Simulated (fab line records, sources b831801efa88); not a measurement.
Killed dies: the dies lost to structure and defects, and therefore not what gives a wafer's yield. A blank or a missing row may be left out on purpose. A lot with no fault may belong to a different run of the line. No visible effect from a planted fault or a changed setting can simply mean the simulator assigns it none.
A single fault, viewed from 2 desks / flow sky130 / each desk has only its own numbers; what lay behind them comes last

== AT THE TOOL OWNER'S DESK: rie diel-01 ==
The tool's own readings at SKY_CONTACT_ETCH_18 (etches Si3N4 in CHF3/O2, stops on TiN, time 39 s, target depth 75 nm): means of the sampled wafers that have a number, for each lot that ran on this tool. The brackets show how far a lot's mean lies from the usual mean; more than 4 standard deviations puts the lot out of limits, marked OUT.
Columns: A = bias w at SKY_CONTACT_ETCH_18, usual 200.0 W; B = drypump motor current A at SKY_CONTACT_ETCH_18, usual 5.9 A; C = oes product au at SKY_CONTACT_ETCH_18, usual 0.855 a.u.; D = throttle valve pct at SKY_CONTACT_ETCH_18, usual 8.792 %
lot=L551; first seen here=day 34 01:00; A=199.5; B=5.8; C=0.850; D=8.783
lot=L561; first seen here=day 36 16:00; A=268.4 (+99 or more) OUT; B=5.8; C=0.854; D=8.793
Finding of this desk: L561 out of limits; the first was L561 at day 36 16:00, on bias w at SKY_CONTACT_ETCH_18. L551 stayed within limits.

== METROLOGY DESK ==
What the gauges read, lot by lot, whatever tool the lot ran on: means of the sampled wafers that have a number. The brackets show how far a lot's mean lies from the usual mean; more than 4 standard deviations puts the lot out of limits, marked OUT.
Columns: A = cd nm at SKY_CONTACT_CD_MEAS_14, usual 170.1 nm; B = CONTACT_OVL at SKY_CONTACT_OVL_MEAS_15, usual -5 nm
lot=L551; first seen here=day 34 01:36; A=171.5; B=-10
lot=L557; first seen here=day 35 10:43; A=171.1; B=-3
lot=L561; first seen here=day 36 16:34; A=173.7; B=-2
lot=L565; first seen here=day 37 21:53; A=169.9; B=-5
lot=L567; first seen here=day 38 15:21; A=170.5; B=1
This desk found nothing out of limits on any of the 5 lots.

== TAKEN TOGETHER ==
An alarm could have come from the tool owner's desk at day 36 16:00, on L561.
At the metrology desk, nothing out of limits was observed.
The metrology desk holds a record of L561, inside its limits.
All the named lots went through SKY_CONTACT_ETCH_18 on rie diel-01.

== WHAT THE SIMULATOR HAD INSERTED ==
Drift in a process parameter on rie diel-01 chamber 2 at SKY_CONTACT_ETCH_18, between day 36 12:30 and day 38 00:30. Setting bias w shifted by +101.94 from 200. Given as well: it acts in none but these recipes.
Shown lots that were struck: L561.
Hours from the fault's start to each desk's first reading out of limits: the tool owner's desk, 4.
